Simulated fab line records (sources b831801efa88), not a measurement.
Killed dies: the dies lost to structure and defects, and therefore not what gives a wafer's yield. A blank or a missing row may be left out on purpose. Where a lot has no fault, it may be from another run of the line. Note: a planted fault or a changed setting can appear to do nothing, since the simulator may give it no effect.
Which tool was responsible? | flow gf180mcu | Sampling: 6 lots, 18 wafers, 2 of 602 route steps

== WHAT THE GAUGES SHOWED, per wafer ==
GF_HV_LDD_TW_MEAS_23.
lot  | measured     | on            | HV_LDD_2_TW
L284 | day 11 16:25 | film metro-04 | 1048 1058 1048
L286 | day 12 14:54 | film metro-02 | 1051 1059 1056
L292 | day 14 10:14 | film metro-02 | 1120 1115 1118 1121 1122 1115
L299 | day 16 13:13 | film metro-03 | 1059 1062 1062
L302 | day 17 10:25 | film metro-03 | 1050 1047 1049
L304 | day 18 01:14 | film metro-03 | 1045 1037 1042

== TOOL THAT RAN EACH LOT (tool first, then ch and the chambers of the sampled wafers, then the start) ==
lot  | GF_HV_LDD_IMPLANT_21
L284 | implanter-03 ch 0, day 11 16:10
L286 | implanter-03 ch 0, day 12 14:41
L292 | implanter-02 ch 0, day 14 09:59
L299 | implanter-04 ch 0, day 16 12:58
L302 | implanter-03 ch 0, day 17 10:11
L304 | implanter-04 ch 0, day 18 00:59
- GF_HV_LDD_IMPLANT_21

== THE ANSWER, worked out from the rows above alone ==
Rule: the usual values come from the lots themselves. The widest of any qualifying gaps counts: lots, ordered by their means at a reading, are off when they make up no more than a third of the lots, leave a main group of 4 or more, and stand apart from it by 3 or more times the standard deviation of that group's means. A main group is skipped when, at the precision printed for the reading in the tables above, its means are all equal. A lot without any number at a reading at which 4 lots or more have one is off too. Where the step has rows for the other lots, those lots are counted as sound.
Off: L292, at GF_HV_LDD_TW_MEAS_23 (HV_LDD_2_TW). Mean 1052 and standard deviation 6.6 in the main group.
If a tool, at a process step before that reading, ran all the lots that are off and no sound lot after the first of them, it fits. Gauges at GF_HV_LDD_TW_MEAS_23: tried the same way as those tools. This does not decide it: 2 tools fit, namely implanter-02 at GF_HV_LDD_IMPLANT_21 and film metro-02 at GF_HV_LDD_TW_MEAS_23.

== WHAT THE SIMULATOR HAD PUT IN ==
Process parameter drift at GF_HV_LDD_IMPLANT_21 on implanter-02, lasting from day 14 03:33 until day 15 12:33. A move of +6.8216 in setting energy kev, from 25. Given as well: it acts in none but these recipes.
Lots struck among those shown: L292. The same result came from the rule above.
